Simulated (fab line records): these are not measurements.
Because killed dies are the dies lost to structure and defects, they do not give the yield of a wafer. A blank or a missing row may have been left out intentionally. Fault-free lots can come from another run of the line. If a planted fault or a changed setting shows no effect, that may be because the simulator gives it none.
Problem report, 8D (eight disciplines) form, completed by code :: flow sky130 :: the parts of the form that need people (team, actions taken, sign-off) are left out

1. WHAT WENT WRONG
stripTimeToEndpointS at SKY_RES_XHIGH_STRIP_08 reads a mean of 7.21 s on 6 wafers of 2 lots; wafers without a fault read 14.29 s with a standard deviation of 0.038. So: -99 or more standard deviations from the usual mean.
The step: strips in O2/N2.
Seen first at day 28 04:42 on plasmaAsher-01, wafer L547.3. The record has a number at this step for 33 wafers belonging to 11 lots. The rule behind "out" and "out of limits": a value lying over 4 standard deviations away from the usual mean. Any other wafer with a number is counted as sound.

2. WHAT IT IS, AND WHAT IT ISN'T
question: which readings at this step
is: stripTimeToEndpointS, oesProductAu
is not: drypumpMotorCurrentA, o2FlowSccm

question: which lots
is: L547, L550
is not: L542, L545, L556, L559, L560, L561, L562, L563, L564

question: which wafers of those lots
is: all that have a number
is not: -

question: read on which tools
is: plasmaAsher-01, plasmaAsher-03
is not: plasmaAsher-04

question: when
is: from day 28 04:42
is not: up to then (6 sound wafers); but 21 sound wafers of L556, L559, L560, L561, L562, L563, L564 came after

3. SUSPECTS, AND WHAT RULES EACH OUT
Counting: any tool at a process step up to the reading is kept as a suspect provided that every lot that is out went through it and no sound lot did after the first of them.
- lithoTrack-01 at SKY_RES_XHIGH_COAT_02 (resist thk 1140 nm): ruled out as a lasting fault. Following L547 (day 27 14:13), the first lot on it that is out, the sound lots L556, L560, L561, L562, L563 were run on it.
Left after counting: nothing in the record.

4. THE CAUSE (what the simulator had put in)
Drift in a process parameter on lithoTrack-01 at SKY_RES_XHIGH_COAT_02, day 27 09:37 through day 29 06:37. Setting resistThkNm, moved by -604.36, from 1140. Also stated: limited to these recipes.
It was ruled out by counting, in error; the rule expects a fault to strike all lots run on its tool from its start on, and this fault did not.

5. THE EFFECT CHAIN, in route order
One row per reading whose mean, taken over the struck wafers that have a number, lies over 3 standard deviations from the usual. Only readings whose record carries a usual standard deviation are examined. hours: median over the lots of the time between each lot's start at the first step of this table that gives one and its start at this step. sigmas: the change, counted in usual standard deviations.
hours: 0
step: SKY_RES_XHIGH_STRIP_08
reading: oesProductAu
usual: 0.710 a.u.
on struck wafers: 0.528
change: -0.182
sigmas: -40

hours: 0
step: SKY_RES_XHIGH_STRIP_08
reading: stripTimeToEndpointS
usual: 14.29 s
on struck wafers: 7.21
change: -7.08
sigmas: -99 or more
Its process steps:
- SKY_RES_XHIGH_STRIP_08: strips in O2/N2.

6. WHAT WOULD HAVE CAUGHT IT SOONER
First out-of-limits reading in this record: day 28 04:42, which is 19 hours after fault onset at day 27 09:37.
